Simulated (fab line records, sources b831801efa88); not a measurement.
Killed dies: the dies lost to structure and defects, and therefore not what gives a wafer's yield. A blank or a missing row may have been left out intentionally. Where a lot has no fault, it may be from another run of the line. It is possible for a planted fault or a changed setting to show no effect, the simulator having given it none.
What tool caused it? :: flow gf180mcu :: 13 lots (36 wafers sampled), 1 step of a 602-step route

== WHAT THE GAUGES READ, wafer by wafer ==
GF_STI_THK_MEAS_04.
lot: L818
measured: day 1 13:34
on: film metro-02
STI_CVD_03_THK (nm): 210.8 209.2 212.1

lot: L819
measured: day 1 18:41
on: film metro-03
STI_CVD_03_THK (nm): 203.4 201.4 202.7

lot: L821
measured: day 2 05:41
on: film metro-03
STI_CVD_03_THK (nm): 206.5 206.3 207.2

lot: L822
measured: day 2 10:43
on: film metro-01
STI_CVD_03_THK (nm): 207.8 208.2 208.3

lot: L826
measured: day 3 05:58
on: film metro-03
STI_CVD_03_THK (nm): 210.3 209.6

lot: L827
measured: day 3 10:34
on: film metro-03
STI_CVD_03_THK (nm): 209.2 208.9

lot: L830
measured: day 4 02:32
on: film metro-01
STI_CVD_03_THK (nm): 209.2 208.8

lot: L834
measured: day 4 21:40
on: film metro-02
STI_CVD_03_THK (nm): 204.8 204.7 205.3

lot: L836
measured: day 5 08:21
on: film metro-01
STI_CVD_03_THK (nm): 204.6 205.2 205.6

lot: L837
measured: day 5 13:41
on: film metro-02
STI_CVD_03_THK (nm): 211.2 212.6 212.4

lot: L839
measured: day 5 22:35
on: film metro-01
STI_CVD_03_THK (nm): 206.1 207.6 206.0

lot: L840
measured: day 6 04:07
on: film metro-01
STI_CVD_03_THK (nm): 210.2 208.7 210.0

lot: L841
measured: day 6 08:34
on: film metro-02
STI_CVD_03_THK (nm): 204.9 205.4 203.4

== TOOL THAT RAN EACH LOT (tool first, then ch and the chambers of the sampled wafers, then the start) ==
Before these readings, the record contains no process step.

== WHAT THE TOOLS THEMSELVES READ (means of the sampled wafers that have a number; where no wafer has one, the mark that the record gives instead) ==
The record holds no such reading with a usual standard deviation.

== THE ANSWER, worked out from the rows above alone ==
Rule: what is usual is taken from the lots themselves. The widest of any qualifying gaps counts: lots, ordered by their means at a reading, are off when they make up no more than a third of the lots, leave a main group of 4 or more, and stand apart from it by 3 or more times the standard deviation of that group's means. A main group is skipped when, at the precision printed for the reading in the tables above, its means are all equal. A lot without any number at a reading at which 4 lots or more have one is off too. Any other lot the step has rows for is counted as sound. Order of review: gauges by route order, followed by the tools' own readings, for which a lot's mean as printed above is used. At the first step where some lot is off, the reading lying furthest off is the one used; lots without a number count as furthest.
None of the lots is off at any reading shown; this tells nothing.

== WHAT THE SIMULATOR HAD INSERTED ==
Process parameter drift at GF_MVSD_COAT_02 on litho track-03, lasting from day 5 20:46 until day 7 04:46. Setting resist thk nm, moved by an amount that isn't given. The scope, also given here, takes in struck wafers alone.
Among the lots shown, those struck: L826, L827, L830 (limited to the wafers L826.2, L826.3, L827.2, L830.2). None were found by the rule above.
